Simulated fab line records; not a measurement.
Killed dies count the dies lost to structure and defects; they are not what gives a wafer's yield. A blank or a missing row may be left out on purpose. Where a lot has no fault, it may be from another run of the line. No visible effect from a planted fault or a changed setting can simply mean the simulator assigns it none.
fab line records	flow sky130	part 1 of 2: steps 1 to 4 of 6
record lots=22	wafers=66	last-day=51
route steps=708 shown SD_N@353 LOCAL_INTERCONNECT@401 CONTACT@422 METAL1@452
lots untouched by any fault: they come from a run of this same line in which no faults occurred
start-h: hours from the record's opening day to when the first of the lot's shown wafers began	wait-h: how many hours have passed since the lot's step before this one	" identical to the entry in the row above	L1.1+2: several wafers, shown together as one row	- no value, or no start given	* or withheld: withheld	< > ~ a bound
route shown NAME@n: names a module that has steps shown in the file, with the first one's number in the route	usual: average and standard deviation across the fault-free wafers	same: alike in all rows	chamber/n: place in a boat	sites: each site's reading	_std_site: standard deviation of those values	_edge_site: mean of outer sites minus mean of inner sites	radius-mm: for every site, how far away it sits from the centre of the wafer	mask NAME#n: copy n	behind: tool/chamber where the wafer was last shaped	hold: why the lot was held/for how many hours/how that ended	device: whichever transistor did not switch (one of n, p or np)	end of line: the tests these same wafers got at the end of their route	a step with no rows: only its recipe	killed: count of dies lost to structure and defects at first sort (not the wafer's yield)	map: shows each die of a wafer: x if killed, . if not, _ if none is there
set.NAME: the setting that was run; set.NAME@STEP: the one run at that earlier step	model.NAME: the simulator's own value behind a step, which no gauge read
steps of the route over a sample of lots; a table a step, a row a wafer
services: the hour from which a tool's chamber was out of use, counted from the record's first day as start-h (under 0 if before that day), plus the number of hours and why
## steps
# step SKY_SD_N_STRIP_11
# recipe chemistry=O2/N2	power-w=1400	pressure-mtorr=1500	platen-temp-c=withheld	o2-flow-sccm=3000	n2-flow-sccm=300	overash-fraction=0.5
# usual drypump-motor-current-A=5.9/0.67	n2-flow-sccm=300.0/0.9	oes-product-au=0.527/0.0044	strip-time-to-endpoint-s=22.57/0.038
lot.wafer	tool	chamber	start-h	wait-h	drypump-motor-current-A	n2-flow-sccm	oes-product-au	rf-hours-counter-h	strip-time-to-endpoint-s
L074.1	plasma-asher-02	1	689.99	0.1	6.7	299.9	0.523	56	22.54
L074.2	"	0	"	"	4.8	299.7	0.534	56	22.51
L074.3	"	1	"	"	6.7	301.3	0.530	-	22.49
L075.1	plasma-asher-02	1	693.86	0.1	6.7	301.4	0.527	57	22.57
L075.3	"	1	"	"	6.7	301.4	0.530	-	22.51
L075.4	"	0	"	"	4.8	298.9	0.533	-	22.61
L076.1	plasma-asher-01	0	696.01	0.1	5.7	300.5	0.530	100	22.52
L076.2	"	1	"	"	6.6	300.6	0.526	100	22.48
L076.4	"	0	"	"	5.8	300.2	0.526	-	22.49
L077.1	plasma-asher-01	1	723.16	0.1	6.6	300.0	0.521	102	22.50
L077.2	"	0	"	"	5.7	301.4	0.520	102	22.52
L077.5	"	0	"	"	5.7	299.5	0.532	-	22.49
L078.4	plasma-asher-02	1	723.97	0.1	6.6	299.4	0.528	-	22.59
L078.5	"	1	"	"	6.7	299.7	0.533	-	22.54
L078.6	"	0	"	"	4.8	299.0	0.527	-	22.56
L079.2	plasma-asher-01	1	727.71	0.1	6.6	299.2	0.529	103	22.53
L079.3	"	1	"	"	6.6	299.8	0.526	-	22.57
L079.6	"	1	"	"	6.6	301.0	0.520	-	22.55
L080.1	plasma-asher-02	0	732.31	0.1	4.8	299.6	0.527	61	22.53
L080.2	"	1	"	"	6.7	299.7	0.529	61	22.55
L080.6	"	1	"	"	6.7	300.4	0.525	-	22.62
L081.2	plasma-asher-04	0	749.46	0.1	5.8	300.0	0.522	32	22.55
L081.3	"	1	"	"	5.4	299.1	0.527	-	22.52
L081.5	"	1	"	"	5.4	298.0	0.521	-	22.57
L082.1	plasma-asher-04	0	754.61	0.1	5.8	300.2	0.521	33	22.50
L082.3	"	1	"	"	5.4	299.4	0.528	-	22.46
L082.6	"	1	"	"	5.4	299.4	0.533	-	22.55
L083.2	plasma-asher-02	1	756.57	0.1	6.7	298.7	0.527	63	22.59
L083.4	"	1	"	"	6.7	299.9	0.534	-	22.61
L083.6	"	0	"	"	4.8	300.1	0.519	-	22.63
L084.1	plasma-asher-04	0	770.49	0.1	5.8	300.6	0.524	35	22.55
L084.2	"	1	"	"	5.4	298.9	0.530	35	22.58
L084.5	"	0	"	"	5.8	300.7	0.532	-	22.60
L085.2	plasma-asher-04	0	778.63	0.1	5.8	301.1	0.528	35	22.56
L085.4	"	1	"	"	5.4	301.8	0.532	-	22.57
L085.5	"	0	"	"	5.8	299.3	0.528	-	22.57
L087.3	plasma-asher-02	0	797.15	0.1	4.8	300.2	0.535	-	22.54
L087.4	"	1	"	"	6.7	301.2	0.522	-	22.52
L087.6	"	1	"	"	6.7	301.7	0.528	-	22.48
L089.1	plasma-asher-01	0	799.16	0.1	5.8	300.8	0.532	6	22.58
L089.5	"	0	"	"	5.8	299.9	0.528	-	22.55
L089.6	"	1	"	"	6.6	299.0	0.523	-	22.60
L090.1	plasma-asher-02	1	809.96	0.1	6.7	300.0	0.533	67	22.58
L090.4	"	1	"	"	6.7	301.0	0.527	-	22.58
L090.5	"	0	"	"	4.8	299.7	0.529	-	22.61
L091.2	plasma-asher-01	0	813.54	0.1	5.8	300.0	0.527	7	22.62
L091.3	"	0	"	"	5.8	300.1	0.523	-	22.59
L091.6	"	0	"	"	5.8	300.3	0.525	-	22.60
L092.1	plasma-asher-02	1	818.46	0.1	6.7	299.8	0.531	68	22.55
L092.3	"	1	"	"	6.7	299.1	0.527	-	22.59
L092.4	"	0	"	"	4.8	301.3	0.527	-	22.56
L093.2	plasma-asher-01	1	826.01	0.1	6.6	297.9	0.531	8	22.59
L093.3	"	1	"	"	6.6	298.6	0.523	-	22.61
L093.4	"	0	"	"	5.7	299.9	0.521	-	22.56
L094.1	plasma-asher-01	1	831.94	0.1	6.6	300.0	0.532	9	22.61
L094.2	"	0	"	"	5.8	300.2	0.527	9	22.57
L094.6	"	0	"	"	5.8	298.9	0.526	-	22.63
L095.1	plasma-asher-01	0	842.53	0.1	5.8	300.2	0.528	10	22.59
L095.2	"	1	"	"	6.6	300.2	0.530	10	22.61
L095.4	"	0	"	"	5.8	299.0	0.525	-	22.58
L096.2	plasma-asher-01	1	847.11	0.1	6.7	299.8	0.527	11	22.56
L096.3	"	0	"	"	5.8	300.4	0.524	-	22.58
L096.6	"	1	"	"	6.6	299.9	0.537	-	22.61
L097.1	plasma-asher-01	1	853.96	0.1	6.6	300.4	0.523	11	22.63
L097.2	"	0	"	"	5.8	299.6	0.528	11	22.59
L097.3	"	0	"	"	5.8	300.0	0.529	-	22.57
# step SKY_LOCAL_INTERCONNECT_METAL_ETCH_14
# recipe target-depth-nm=110	stop-on=PSG	chemistry=Cl2/BCl3	target=TiN	resist-sidewall-deg=88	pressure-mtorr=10	icp-w=900	bias-w=48.5	Cl2_flow_sccm=60	bcl3-flow-sccm=30	time-s=31.4
# usual drypump-motor-current-A=5.6/0.42	oes-product-au=0.941/0.0072	rf-fwd-power-W=888/5.1	throttle-valve-pct=21.902/0.01
lot.wafer	tool	chamber	start-h	wait-h	drypump-motor-current-A	oes-product-au	rf-fwd-power-W	rf-hours-counter-h	throttle-valve-pct
L074.1	rie-metal-04	1	746.87	0.0	5.9	0.946	893	14	21.894
L074.2	"	0	"	"	5.5	0.937	882	13	21.899
L074.3	"	1	"	"	5.9	0.944	890	-	21.895
L075.1	rie-metal-02	1	753.18	0.0	6.3	0.938	884	4	21.898
L075.3	"	1	"	"	6.3	0.951	886	-	21.916
L075.4	"	0	"	"	5.4	0.943	886	-	21.901
L076.1	rie-metal-04	1	755.94	0.0	5.9	0.937	896	15	21.895
L076.2	"	0	"	"	5.6	0.948	882	14	21.908
L076.4	"	0	"	"	5.5	0.945	879	-	21.927
L077.1	rie-metal-01	1	781.32	0.0	5.1	0.944	886	10	21.908
L077.2	"	0	"	"	5.9	0.951	891	16	21.892
L077.5	"	1	"	"	5.1	0.954	887	-	21.901
L078.4	rie-metal-01	1	783.72	0.1	5.1	0.948	890	-	21.912
L078.5	"	1	"	"	5.1	0.936	890	-	21.907
L078.6	"	1	"	"	5.1	0.940	891	-	21.915
L079.2	rie-metal-02	1	786.63	0.1	6.3	0.938	887	-	21.907
L079.3	"	1	"	"	6.3	0.941	884	-	21.911
L079.6	"	1	"	"	6.3	0.943	888	-	21.916
L080.1	rie-metal-04	1	789.74	0.0	5.8	0.932	891	16	21.900
L080.2	"	0	"	"	5.5	0.951	875	15	21.889
L080.6	"	0	"	"	5.5	0.950	881	-	21.907
L081.2	rie-metal-01	1	806.05	0.1	5.1	0.939	892	-	21.892
L081.3	"	1	"	"	5.1	0.939	891	-	21.908
L081.5	"	1	"	"	5.1	0.931	892	-	21.894
L082.1	rie-metal-04	1	811.67	0.0	5.9	0.936	894	16	21.897
L082.3	"	0	"	"	5.6	0.938	876	-	21.906
L082.6	"	0	"	"	5.6	0.944	879	-	21.883
L083.2	rie-metal-04	0	813.65	0.0	5.6	0.952	879	16	21.896
L083.4	"	0	"	"	5.5	0.948	876	-	21.881
L083.6	"	1	"	"	5.9	0.949	890	-	21.891
L084.1	rie-metal-01	0	826.72	0.0	5.8	0.930	892	1	21.924
L084.2	"	1	"	"	5.1	0.938	897	13	21.919
L084.5	"	1	"	"	5.1	0.937	891	-	21.911
L085.2	rie-metal-01	1	835.77	0.0	5.1	0.929	889	13	21.910
L085.4	"	0	"	"	5.8	0.942	890	-	21.902
L085.5	"	1	"	"	5.1	0.941	894	-	21.895
L087.3	rie-metal-01	1	854.19	0.0	5.1	0.946	891	-	21.908
L087.4	"	0	"	"	5.8	0.928	893	-	21.909
L087.6	"	0	"	"	5.8	0.942	893	-	21.918
L089.1	rie-metal-04	1	855.80	0.0	5.8	0.941	896	0	21.899
L089.5	"	1	"	"	5.8	0.938	892	-	21.914
L089.6	"	0	"	"	5.6	0.937	884	-	21.894
L090.1	rie-metal-04	0	866.77	0.0	5.6	0.949	881	19	21.909
L090.4	"	1	"	"	5.8	0.942	892	-	21.902
L090.5	"	0	"	"	5.5	0.956	879	-	21.887
L091.2	rie-metal-02	1	870.41	0.1	6.3	0.935	886	9	21.920
L091.3	"	0	"	"	5.4	0.945	883	-	21.903
L091.6	"	1	"	"	6.3	0.945	888	-	21.901
L092.1	rie-metal-04	1	875.80	0.0	5.9	0.955	893	1	21.893
L092.3	"	1	"	"	5.9	0.938	893	-	21.894
L092.4	"	0	"	"	5.5	0.949	882	-	21.907
L093.2	rie-metal-02	0	882.80	0.0	5.4	0.949	884	3	21.901
L093.3	"	1	"	"	6.3	0.943	883	-	21.908
L093.4	"	0	"	"	5.4	0.943	886	-	21.905
L094.1	rie-metal-02	0	888.12	0.0	5.3	0.946	884	3	21.902
L094.2	"	1	"	"	6.3	0.943	887	9	21.901
L094.6	"	0	"	"	5.4	0.942	887	-	21.903
L095.1	rie-metal-02	1	900.02	0.0	6.3	0.929	879	9	21.908
L095.2	"	0	"	"	5.3	0.924	892	3	21.918
L095.4	"	1	"	"	6.3	0.930	881	-	21.905
L096.2	rie-metal-02	0	904.07	0.0	5.4	0.953	888	4	21.883
L096.3	"	0	"	"	5.3	0.951	889	-	21.901
L096.6	"	1	"	"	6.3	0.943	887	-	21.900
L097.1	rie-metal-01	1	910.37	0.1	5.1	0.952	888	17	21.904
L097.2	"	1	"	"	5.1	0.942	891	-	21.899
L097.3	"	1	"	"	5.1	0.938	890	-	21.900
# step SKY_CONTACT_ETCH_16
# recipe chemistry=N2/H2	target=BARC	ion-energy-ev=207.1	source-w=500	bias-w=100	pressure-mtorr=30	n2-flow-sccm=100	h2-flow-sccm=200	stop-on=SiO2	time-s=45.9	target-depth-a=600
# usual drypump-motor-current-A=5.7/0.49	n2-flow-sccm=100.02/0.28	oes-product-au=0.854/0.0051	rf-fwd-power-W=494.7/1.8	throttle-valve-pct=13.226/0.011
lot.wafer	tool	chamber	start-h	wait-h	drypump-motor-current-A	n2-flow-sccm	oes-product-au	rf-fwd-power-W	rf-hours-counter-h	throttle-valve-pct
L074.1	rie-diel-01	1	775.01	0.0	4.9	99.79	0.860	491.8	1	13.210
L074.2	"	0	"	"	5.8	100.17	0.856	493.2	12	13.235
L074.3	"	3	"	"	5.6	99.57	0.851	496.3	10	13.225
L075.1	rie-diel-01	3	781.26	0.0	5.7	100.01	0.857	495.9	10	13.241
L075.3	"	1	"	"	5.0	100.14	0.864	492.5	1	13.222
L075.4	"	0	"	"	5.8	99.92	0.846	493.5	12	13.235
L076.1	rie-diel-03	2	784.91	0.0	5.9	100.27	0.853	495.5	19	13.237
L076.2	"	0	"	"	4.8	100.02	0.858	495.3	4	13.228
L076.4	"	1	"	"	6.6	99.85	0.856	492.8	1	13.234
L077.1	rie-diel-04	1	809.21	0.0	5.4	100.60	0.854	499.0	10	13.211
L077.2	"	2	"	"	6.0	99.84	0.853	494.2	0	13.245
L077.5	"	3	"	"	5.5	100.03	0.860	495.4	-	13.250
L078.4	rie-diel-04	1	812.56	0.0	5.3	99.69	0.855	494.6	10	13.214
L078.5	"	1	"	"	5.4	100.09	0.845	496.8	-	13.219
L078.6	"	0	"	"	5.7	100.71	0.852	493.2	-	13.238
L079.2	rie-diel-04	3	815.81	0.0	5.5	100.03	0.849	495.1	13	13.229
L079.3	"	2	"	"	5.9	99.65	0.855	495.9	0	13.207
L079.6	"	2	"	"	5.9	99.72	0.849	495.5	-	13.233
L080.1	rie-diel-03	2	818.06	0.0	5.9	99.98	0.855	494.5	20	13.233
L080.2	"	3	"	"	6.3	100.16	0.852	495.9	21	13.222
L080.6	"	2	"	"	5.9	99.92	0.850	495.2	-	13.228
L081.2	rie-diel-03	1	834.21	0.0	6.6	100.17	0.851	495.4	3	13.216
L081.3	"	0	"	"	4.8	99.84	0.862	494.1	5	13.234
L081.5	"	0	"	"	4.8	100.13	0.852	494.7	-	13.232
L082.1	rie-diel-03	2	840.61	0.0	5.9	100.12	0.861	493.5	21	13.219
L082.3	"	3	"	"	6.3	99.95	0.851	495.5	22	13.224
L082.6	"	2	"	"	5.9	100.15	0.862	494.2	-	13.212
L083.2	rie-diel-03	3	842.81	0.0	6.3	99.71	0.856	500.5	22	13.222
L083.4	"	2	"	"	5.9	99.98	0.853	495.0	21	13.219
L083.6	"	1	"	"	6.6	99.45	0.859	494.4	-	13.235
L084.1	rie-diel-01	1	855.26	0.0	4.9	100.38	0.852	494.1	3	13.215
L084.2	"	3	"	"	5.6	100.02	0.856	497.4	12	13.239
L084.5	"	3	"	"	5.6	100.31	0.853	497.5	-	13.242
L085.2	rie-diel-04	0	863.96	0.0	5.7	99.63	0.856	492.6	23	13.232
L085.4	"	1	"	"	5.4	100.40	0.852	495.5	12	13.224
L085.5	"	3	"	"	5.5	99.64	0.859	494.8	-	13.210
L087.3	rie-diel-01	3	881.56	0.0	5.6	100.36	0.856	493.6	13	13.224
L087.4	"	0	"	"	5.8	99.88	0.852	495.5	15	13.207
L087.6	"	2	"	"	5.9	99.81	0.848	493.6	-	13.232
L089.1	rie-diel-04	3	883.56	0.0	5.5	100.02	0.854	494.7	16	13.196
L089.5	"	2	"	"	6.0	99.53	0.849	495.7	-	13.209
L089.6	"	1	"	"	5.4	100.02	0.846	495.8	-	13.214
L090.1	rie-diel-04	0	894.91	0.0	5.7	99.76	0.850	491.8	0	13.217
L090.4	"	2	"	"	5.9	100.18	0.857	492.5	2	13.222
L090.5	"	3	"	"	5.5	99.51	0.856	494.9	-	13.223
L091.2	rie-diel-03	1	898.21	0.0	6.6	100.38	0.860	493.8	5	13.244
L091.3	"	0	"	"	4.8	100.02	0.862	493.6	8	13.226
L091.6	"	2	"	"	5.9	100.48	0.842	495.0	-	13.223
L092.1	rie-diel-04	1	903.61	0.0	5.4	99.74	0.850	495.0	13	13.240
L092.3	"	0	"	"	5.7	100.45	0.851	490.8	1	13.233
L092.4	"	3	"	"	5.5	99.95	0.849	493.7	16	13.213
L093.2	rie-diel-04	2	910.36	0.0	6.0	99.87	0.853	493.7	3	13.222
L093.3	"	1	"	"	5.4	99.77	0.850	494.8	14	13.226
L093.4	"	3	"	"	5.4	100.25	0.857	495.3	17	13.225
L094.1	rie-diel-01	3	915.56	0.0	5.6	99.62	0.856	497.1	14	13.226
L094.2	"	1	"	"	4.9	100.38	0.865	493.8	4	13.218
L094.6	"	3	"	"	5.7	99.53	0.860	496.0	-	13.233
L095.1	rie-diel-03	0	927.41	0.0	4.8	100.36	0.850	492.7	9	13.241
L095.2	"	2	"	"	5.9	99.48	0.854	493.1	23	13.241
L095.4	"	3	"	"	6.3	99.83	0.848	498.7	25	13.236
L096.2	rie-diel-03	1	931.66	0.0	6.6	100.09	0.858	492.8	6	13.222
L096.3	"	3	"	"	6.3	99.71	0.857	494.8	25	13.218
L096.6	"	2	"	"	5.8	100.22	0.853	494.7	-	13.223
L097.1	rie-diel-04	3	937.56	0.0	5.5	99.88	0.852	497.7	18	13.212
L097.2	"	2	"	"	5.9	100.23	0.853	495.6	4	13.219
L097.3	"	1	"	"	5.3	100.14	0.859	496.5	15	13.212
# step SKY_CONTACT_STRIP_19
# recipe chemistry=O2/N2	power-w=1400	pressure-mtorr=1500	platen-temp-c=withheld	o2-flow-sccm=3000	n2-flow-sccm=300	overash-fraction=0.5
# usual drypump-motor-current-A=5.8/0.47	n2-flow-sccm=300.0/1.1	oes-product-au=0.381/0.0048	strip-time-to-endpoint-s=3.615/0.029
lot.wafer	tool	chamber	start-h	wait-h	drypump-motor-current-A	n2-flow-sccm	oes-product-au	rf-hours-counter-h	strip-time-to-endpoint-s
L074.1	plasma-asher-03	0	775.14	-	5.8	301.5	0.378	94	3.606
L074.2	"	1	"	"	5.1	300.8	0.380	94	3.623
L074.3	"	1	"	"	5.1	300.2	0.376	-	3.620
L075.1	plasma-asher-04	1	781.39	-	5.4	298.7	0.386	35	3.614
L075.3	"	0	"	"	5.8	298.2	0.381	-	3.655
L075.4	"	1	"	"	5.4	300.7	0.381	-	3.638
L076.1	plasma-asher-04	0	785.04	-	5.8	299.4	0.383	36	3.655
L076.2	"	1	"	"	5.4	300.1	0.383	36	3.622
L076.4	"	1	"	"	5.4	299.3	0.379	-	3.625
L077.1	plasma-asher-01	0	809.34	-	5.7	300.4	0.385	6	3.605
L077.2	"	1	"	"	6.6	298.2	0.382	6	3.596
L077.5	"	1	"	"	6.6	299.6	0.379	-	3.653
L078.4	plasma-asher-04	1	812.72	-	5.4	298.9	0.378	-	3.621
L078.5	"	0	"	"	5.8	300.2	0.374	-	3.594
L078.6	"	1	"	"	5.4	297.6	0.384	-	3.626
L079.2	plasma-asher-04	0	815.94	-	5.8	302.0	0.382	39	3.648
L079.3	"	0	"	"	5.8	302.5	0.382	-	3.601
L079.6	"	0	"	"	5.8	302.0	0.383	-	3.599
L080.1	plasma-asher-01	0	818.19	-	5.8	300.0	0.380	8	3.648
L080.2	"	1	"	"	6.6	299.8	0.382	8	3.580
L080.6	"	1	"	"	6.6	300.4	0.380	-	3.649
L081.2	plasma-asher-03	1	834.34	-	5.1	300.1	0.384	99	3.645
L081.3	"	1	"	"	5.1	299.6	0.392	-	3.641
L081.5	"	0	"	"	5.8	299.8	0.382	-	3.617
L082.1	plasma-asher-03	0	840.74	-	5.8	299.2	0.377	100	3.658
L082.3	"	1	"	"	5.1	299.3	0.375	-	3.608
L082.6	"	0	"	"	5.8	299.9	0.383	-	3.651
L083.2	plasma-asher-03	0	842.94	-	5.8	299.8	0.379	100	3.636
L083.4	"	0	"	"	5.8	299.4	0.380	-	3.674
L083.6	"	0	"	"	5.8	298.6	0.388	-	3.627
L084.1	plasma-asher-04	0	855.39	-	5.8	299.6	0.381	43	3.595
L084.2	"	1	"	"	5.4	299.2	0.374	43	3.548
L084.5	"	0	"	"	5.8	301.0	0.384	-	3.581
L085.2	plasma-asher-04	0	864.09	-	5.8	299.6	0.376	44	3.636
L085.4	"	0	"	"	5.8	299.9	0.387	-	3.621
L085.5	"	1	"	"	5.4	298.5	0.378	-	3.702
L087.3	plasma-asher-03	0	881.72	-	5.8	299.6	0.387	-	3.624
L087.4	"	1	"	"	5.1	299.3	0.380	-	3.592
L087.6	"	1	"	"	5.1	299.5	0.371	-	3.611
L089.1	plasma-asher-03	1	883.69	-	5.1	301.6	0.386	105	3.628
L089.5	"	1	"	"	5.1	300.8	0.379	-	3.557
L089.6	"	0	"	"	5.8	300.0	0.380	-	3.578
L090.1	plasma-asher-01	1	895.04	-	6.6	300.0	0.390	15	3.585
L090.4	"	1	"	"	6.6	300.8	0.378	-	3.596
L090.5	"	1	"	"	6.6	301.4	0.393	-	3.671
L091.2	plasma-asher-01	1	898.34	-	6.6	301.3	0.377	16	3.621
L091.3	"	0	"	"	5.8	300.0	0.386	-	3.589
L091.6	"	0	"	"	5.8	298.7	0.389	-	3.646
L092.1	plasma-asher-04	1	903.74	-	5.4	301.0	0.378	48	3.578
L092.3	"	0	"	"	5.8	298.6	0.372	-	3.586
L092.4	"	1	"	"	5.4	300.6	0.378	-	3.631
L093.2	plasma-asher-01	1	910.49	-	6.7	298.9	0.379	17	3.593
L093.3	"	1	"	"	6.7	298.7	0.368	-	3.572
L093.4	"	0	"	"	5.8	298.9	0.387	-	3.636
L094.1	plasma-asher-01	0	915.69	-	5.8	300.1	0.379	18	3.567
L094.2	"	1	"	"	6.6	300.1	0.374	18	3.628
L094.6	"	1	"	"	6.6	300.8	0.380	-	3.583
L095.1	plasma-asher-01	0	927.54	-	5.8	300.0	0.384	19	3.580
L095.2	"	1	"	"	6.6	300.9	0.375	19	3.602
L095.4	"	0	"	"	5.7	300.2	0.378	-	3.593
L096.2	plasma-asher-01	1	931.79	-	6.6	301.1	0.382	20	3.605
L096.3	"	1	"	"	6.6	299.9	0.375	-	3.570
L096.6	"	1	"	"	6.6	301.0	0.385	-	3.662
L097.1	plasma-asher-01	0	937.69	-	5.8	298.8	0.379	21	3.631
L097.2	"	1	"	"	6.6	300.5	0.378	21	3.604
L097.3	"	1	"	"	6.6	300.6	0.378	-	3.600
